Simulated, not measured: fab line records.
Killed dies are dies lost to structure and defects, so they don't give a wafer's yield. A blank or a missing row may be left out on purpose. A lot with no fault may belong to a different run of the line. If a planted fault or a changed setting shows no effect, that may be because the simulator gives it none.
Chamber matching	flow sky130	4 sister chambers for SKY_FIELD_ISO_ETCH_17 on rie_si-01
The step etches Si in HBr/Cl2/O2, target depth 342 nm, time 97.7 s. 27 wafers are shown with their chamber, then 12 later ones without.

EACH WAFER AND ITS CHAMBER
wafer	chamber	drypump_motor_current_A (A)	oes_product_au (a.u.)	rf_fwd_power_W (W)
L074.3	1	6.3	1.011	598.4
L074.5	1	6.3	1.009	599.9
L074.6	2	6.5	0.971	590.0
L076.2	1	6.3	1.003	594.7
L076.4	0	6.1	0.998	597.7
L076.6	1	6.4	1.013	592.9
L077.1	3	6.1	1.000	597.1
L077.4	2	6.6	0.973	593.4
L077.5	0	6.1	0.995	599.5
L079.2	2	6.6	0.966	592.6
L079.5	2	6.5	0.958	591.5
L079.6	1	6.3	1.011	596.6
L081.3	0	6.1	0.979	599.8
L081.4	3	6.2	0.982	596.9
L081.6	2	6.5	0.966	591.7
L082.3	0	6.1	0.984	600.0
L082.4	2	6.5	0.958	591.8
L082.6	1	6.3	1.008	594.4
L084.1	2	6.5	0.967	598.2
L084.2	0	6.1	0.993	597.9
L084.4	1	6.3	1.007	595.9
L088.1	1	6.4	1.011	596.3
L088.3	3	6.1	0.989	598.9
L088.4	0	6.1	0.990	598.4
L090.1	3	6.2	1.004	598.9
L090.4	0	6.1	0.989	597.2
L090.5	3	6.2	1.000	596.2

SIGNATURES, as means of the wafers listed above
reading	chamber 0	chamber 1	chamber 2	chamber 3	scatter within a chamber
drypump_motor_current_A	6.100	6.325	6.529	6.160	0.0424
oes_product_au	0.98971	1.00912	0.96557	0.99500	0.00612
rf_fwd_power_W	598.643	596.138	592.743	597.600	1.98
Rule: for each reading, subtract the chamber's mean from the wafer's reading, divide by that reading's scatter and square the result; add these up over the readings and take the root, which gives the wafer's distance from the chamber. If the next closest chamber is less than 2 further off than the closest, the wafer can't be placed; otherwise it belongs to the closest. How the scatter is found: for the shown wafers, subtract from each reading the mean of its chamber, square and add these, divide the total by (wafers less chambers), then take the root.

WAFERS MISSING THEIR CHAMBER
wafer	drypump_motor_current_A (A)	oes_product_au (a.u.)	rf_fwd_power_W (W)
L091.2	6.5	0.969	592.4
L091.3	6.1	0.987	600.4
L091.4	6.1	0.984	599.9
L093.2	6.5	0.974	593.0
L093.5	6.3	1.020	597.6
L093.6	6.5	0.979	593.4
L096.2	6.5	0.958	592.6
L096.3	6.1	0.983	599.9
L096.4	6.1	0.985	596.2
L097.1	6.4	1.016	594.0
L097.2	6.5	0.970	594.9
L097.4	6.1	0.979	600.9

EACH ONE'S CHAMBER
wafer	from the rows above	in truth
L091.2	2	2
L091.3	can't be placed: 0 or 3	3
L091.4	can't be placed: 0 or 3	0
L093.2	2	2
L093.5	1	1
L093.6	2	2
L096.2	2	2
L096.3	can't be placed: 0 or 3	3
L096.4	can't be placed: 0 or 3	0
L097.1	1	1
L097.2	2	2
L097.4	can't be placed: 0 or 3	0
Correctly placed: 7 of 12. Cannot be placed on the basis of these rows: 5; the candidates contain the true chamber in 5. Number placed wrongly: 0.
